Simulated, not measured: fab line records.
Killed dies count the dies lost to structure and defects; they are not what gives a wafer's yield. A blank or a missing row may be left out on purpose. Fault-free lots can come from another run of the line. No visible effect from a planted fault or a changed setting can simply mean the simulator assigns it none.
The tool behind it: which one? :: flow gf180mcu :: 10 lots with 30 wafers sampled at 6 steps, on a route of 602 steps

WHAT EACH GAUGE READ, for each wafer
GF_V4_RS_MEAS_24: the measuring method here is four-point-probe.
lot: L182
measured: day 25 05:00
on: film-metro-02
V4_W_RS (ohm/sq): 0.329 0.333 0.329

lot: L188
measured: day 27 07:02
on: film-metro-03
V4_W_RS (ohm/sq): 0.227 0.227 0.232 0.227 0.227 0.232

lot: L187
measured: day 27 12:05
on: film-metro-03
V4_W_RS (ohm/sq): 0.229 0.229 0.234 0.228 0.228 0.234

lot: L189
measured: day 27 14:58
on: film-metro-04
V4_W_RS (ohm/sq): 0.232 0.231 0.232 0.233 0.231 0.232

lot: L190
measured: day 27 22:34
on: film-metro-04
V4_W_RS (ohm/sq): 0.331 0.324 0.331

lot: L198
measured: day 30 02:14
on: film-metro-02
V4_W_RS (ohm/sq): 0.331 0.337 0.334

lot: L197
measured: day 30 04:19
on: film-metro-04
V4_W_RS (ohm/sq): 0.325 0.329 0.330

lot: L199
measured: day 30 11:23
on: film-metro-04
V4_W_RS (ohm/sq): 0.332 0.323 0.329

lot: L200
measured: day 30 12:42
on: film-metro-02
V4_W_RS (ohm/sq): 0.324 0.330 0.325

lot: L202
measured: day 31 04:46
on: film-metro-03
V4_W_RS (ohm/sq): 0.328 0.334 0.337

GF_V4_THK_MEAS_25: measures by xrf.
lot: L182
measured: day 25 05:07
on: film-metro-02
V4_W_THK (nm): 363 360 362

lot: L188
measured: day 27 09:10
on: film-metro-03
V4_W_THK (nm): 538 537 528 535 537 528

lot: L187
measured: day 27 17:13
on: film-metro-03
V4_W_THK (nm): 532 533 520 529 540 522

lot: L189
measured: day 27 18:56
on: film-metro-04
V4_W_THK (nm): 522 529 522 524 523 519

lot: L190
measured: day 27 22:41
on: film-metro-04
V4_W_THK (nm): 361 367 361

lot: L198
measured: day 30 02:21
on: film-metro-02
V4_W_THK (nm): 359 353 358

lot: L197
measured: day 30 04:25
on: film-metro-04
V4_W_THK (nm): 372 364 365

lot: L199
measured: day 30 11:29
on: film-metro-04
V4_W_THK (nm): 361 372 363

lot: L200
measured: day 30 12:48
on: film-metro-02
V4_W_THK (nm): 369 360 366

lot: L202
measured: day 31 04:53
on: film-metro-03
V4_W_THK (nm): 362 357 353

TOOL THAT RAN EACH LOT (tool first, then ch and the chambers of the sampled wafers, then the start)
lot: L182
GF_V4_CVD_02: pecvd-03 ch 0,2, day 24 05:02
GF_V4_STRIP_18: plasma-asher-02 ch 1, day 25 04:15
GF_V4_SPUTTER_21: pvd-sputter-03, day 25 04:47
GF_V4_CVD_23: cvd-w-02 ch 0,1, day 25 04:53

lot: L188
GF_V4_CVD_02: pecvd-02 ch 0,1,2, day 26 08:43
GF_V4_STRIP_18: plasma-asher-01 ch 0,1, day 27 06:13
GF_V4_SPUTTER_21: pvd-sputter-04, day 27 06:47
GF_V4_CVD_23: cvd-w-01 ch 0,1, day 27 06:55

lot: L187
GF_V4_CVD_02: pecvd-04 ch 0,2, day 26 14:23
GF_V4_STRIP_18: plasma-asher-03 ch 0,1, day 27 11:17
GF_V4_SPUTTER_21: pvd-sputter-04, day 27 11:52
GF_V4_CVD_23: cvd-w-01 ch 0,1, day 27 11:58

lot: L189
GF_V4_CVD_02: pecvd-04 ch 0,2, day 26 17:28
GF_V4_STRIP_18: plasma-asher-03 ch 0,1, day 27 14:09
GF_V4_SPUTTER_21: pvd-sputter-04, day 27 14:44
GF_V4_CVD_23: cvd-w-01 ch 1, day 27 14:50

lot: L190
GF_V4_CVD_02: pecvd-03 ch 1,2, day 27 00:56
GF_V4_STRIP_18: plasma-asher-03 ch 0,1, day 27 21:48
GF_V4_SPUTTER_21: pvd-sputter-04, day 27 22:20
GF_V4_CVD_23: cvd-w-02 ch 0,1, day 27 22:26

lot: L198
GF_V4_CVD_02: pecvd-04 ch 0,1,2, day 29 05:34
GF_V4_STRIP_18: plasma-asher-01 ch 0,1, day 30 01:29
GF_V4_SPUTTER_21: pvd-sputter-03, day 30 02:01
GF_V4_CVD_23: cvd-w-01 ch 0,1, day 30 02:07

lot: L197
GF_V4_CVD_02: pecvd-02 ch 1,2, day 29 07:44
GF_V4_STRIP_18: plasma-asher-01 ch 0,1, day 30 03:32
GF_V4_SPUTTER_21: pvd-sputter-03, day 30 04:05
GF_V4_CVD_23: cvd-w-01 ch 0,1, day 30 04:11

lot: L199
GF_V4_CVD_02: pecvd-03 ch 0,2, day 29 13:58
GF_V4_STRIP_18: plasma-asher-03 ch 0,1, day 30 10:35
GF_V4_SPUTTER_21: pvd-sputter-02, day 30 11:09
GF_V4_CVD_23: cvd-w-01 ch 0,1, day 30 11:15

lot: L200
GF_V4_CVD_02: pecvd-02 ch 1,2, day 29 16:17
GF_V4_STRIP_18: plasma-asher-02 ch 0,1, day 30 11:55
GF_V4_SPUTTER_21: pvd-sputter-04, day 30 12:27
GF_V4_CVD_23: cvd-w-01 ch 0,1, day 30 12:35

lot: L202
GF_V4_CVD_02: pecvd-03 ch 1,2, day 30 09:40
GF_V4_STRIP_18: plasma-asher-02 ch 0, day 31 04:01
GF_V4_SPUTTER_21: pvd-sputter-04, day 31 04:33
GF_V4_CVD_23: cvd-w-01 ch 0,1, day 31 04:39
- GF_V4_CVD_02: deposits SiO2 from TEOS, target thk 850 nm, time 94.851 s.
- GF_V4_STRIP_18: strips in O2/N2.
- GF_V4_SPUTTER_21: material Ti, target thk 15 nm, time 80.02 s.
- GF_V4_CVD_23: deposits W, target thk 350 nm, time 104.9 s.

WHAT THE TOOLS THEMSELVES READ (means of the sampled wafers that have a number; where no wafer has one, the mark that the record gives instead)
GF_V4_CVD_02.
lot: L182
tool: pecvd-03
heater-power-w (W): 716

lot: L188
tool: pecvd-02
heater-power-w (W): 716

lot: L187
tool: pecvd-04
heater-power-w (W): 762

lot: L189
tool: pecvd-04
heater-power-w (W): 728

lot: L190
tool: pecvd-03
heater-power-w (W): 712

lot: L198
tool: pecvd-04
heater-power-w (W): 638

lot: L197
tool: pecvd-02
heater-power-w (W): 656

lot: L199
tool: pecvd-03
heater-power-w (W): 700

lot: L200
tool: pecvd-02
heater-power-w (W): 705

lot: L202
tool: pecvd-03
heater-power-w (W): 742

GF_V4_STRIP_18.
lot: L182
tool: plasma-asher-02
drypump-motor-current-A (A): 5.9
heater-power-w (W): 292
oes-product-au (a.u.): 0.595

lot: L188
tool: plasma-asher-01
drypump-motor-current-A (A): 5.8
heater-power-w (W): 331
oes-product-au (a.u.): 0.593

lot: L187
tool: plasma-asher-03
drypump-motor-current-A (A): 5.4
heater-power-w (W): 286
oes-product-au (a.u.): 0.592

lot: L189
tool: plasma-asher-03
drypump-motor-current-A (A): 5.9
heater-power-w (W): 292
oes-product-au (a.u.): 0.592

lot: L190
tool: plasma-asher-03
drypump-motor-current-A (A): 6.0
heater-power-w (W): 295
oes-product-au (a.u.): 0.594

lot: L198
tool: plasma-asher-01
drypump-motor-current-A (A): 5.6
heater-power-w (W): 330
oes-product-au (a.u.): 0.592

lot: L197
tool: plasma-asher-01
drypump-motor-current-A (A): 5.8
heater-power-w (W): 331
oes-product-au (a.u.): 0.595

lot: L199
tool: plasma-asher-03
drypump-motor-current-A (A): 6.0
heater-power-w (W): 296
oes-product-au (a.u.): 0.591

lot: L200
tool: plasma-asher-02
drypump-motor-current-A (A): 6.3
heater-power-w (W): 315
oes-product-au (a.u.): 0.594

lot: L202
tool: plasma-asher-02
drypump-motor-current-A (A): 6.4
heater-power-w (W): 332
oes-product-au (a.u.): 0.588

GF_V4_SPUTTER_21.
lot: L182
tool: pvd-sputter-03
throttle-valve-pct (%): 30.3

lot: L188
tool: pvd-sputter-04
throttle-valve-pct (%): 30.3

lot: L187
tool: pvd-sputter-04
throttle-valve-pct (%): 29.8

lot: L189
tool: pvd-sputter-04
throttle-valve-pct (%): 29.4

lot: L190
tool: pvd-sputter-04
throttle-valve-pct (%): 30.2

lot: L198
tool: pvd-sputter-03
throttle-valve-pct (%): 31.3

lot: L197
tool: pvd-sputter-03
throttle-valve-pct (%): 31.7

lot: L199
tool: pvd-sputter-02
throttle-valve-pct (%): 29.6

lot: L200
tool: pvd-sputter-04
throttle-valve-pct (%): 29.9

lot: L202
tool: pvd-sputter-04
throttle-valve-pct (%): 28.7

GF_V4_CVD_23.
lot: L182
tool: cvd-w-02
chamber-pressure-Torr (Torr): 40.00
heater-power-w (W): 813

lot: L188
tool: cvd-w-01
chamber-pressure-Torr (Torr): 39.93
heater-power-w (W): 798

lot: L187
tool: cvd-w-01
chamber-pressure-Torr (Torr): 39.87
heater-power-w (W): 801

lot: L189
tool: cvd-w-01
chamber-pressure-Torr (Torr): 40.08
heater-power-w (W): 772

lot: L190
tool: cvd-w-02
chamber-pressure-Torr (Torr): 40.01
heater-power-w (W): 803

lot: L198
tool: cvd-w-01
chamber-pressure-Torr (Torr): 40.09
heater-power-w (W): 789

lot: L197
tool: cvd-w-01
chamber-pressure-Torr (Torr): 40.08
heater-power-w (W): 807

lot: L199
tool: cvd-w-01
chamber-pressure-Torr (Torr): 40.01
heater-power-w (W): 798

lot: L200
tool: cvd-w-01
chamber-pressure-Torr (Torr): 40.05
heater-power-w (W): 797

lot: L202
tool: cvd-w-01
chamber-pressure-Torr (Torr): 40.01
heater-power-w (W): 795

THE ANSWER, worked out from the rows above alone
Rule: the usual values come from the lots themselves. The widest of any qualifying gaps counts: lots, ordered by their means at a reading, are off when they make up no more than a third of the lots, leave a main group of 4 or more, and stand apart from it by 3 or more times the standard deviation of that group's means. A main group whose means are all the same, to the digits that the tables above print for the reading, isn't used. A lot without any number at a reading at which 4 lots or more have one is off too. All remaining lots with rows at the step are treated as sound. After the gauges, taken in route order, come the tools' own readings; for these a lot's mean is taken, as printed above. The first step at which some lot is off is used, and at that step the reading that is off furthest; a lot without a number counts as furthest.
Off: L188, L187, L189, at GF_V4_RS_MEAS_24 (V4_W_RS). The main group: mean 0.330 ohm/sq, standard deviation 0.0026.
If a tool, at a process step before that reading, ran all the lots that are off and no sound lot after the first of them, it fits. Those tools and the gauges at GF_V4_RS_MEAS_24 are tried in the same way. Not one of the candidates tried fits.

WHAT HAD BEEN PUT IN BY THE SIMULATOR
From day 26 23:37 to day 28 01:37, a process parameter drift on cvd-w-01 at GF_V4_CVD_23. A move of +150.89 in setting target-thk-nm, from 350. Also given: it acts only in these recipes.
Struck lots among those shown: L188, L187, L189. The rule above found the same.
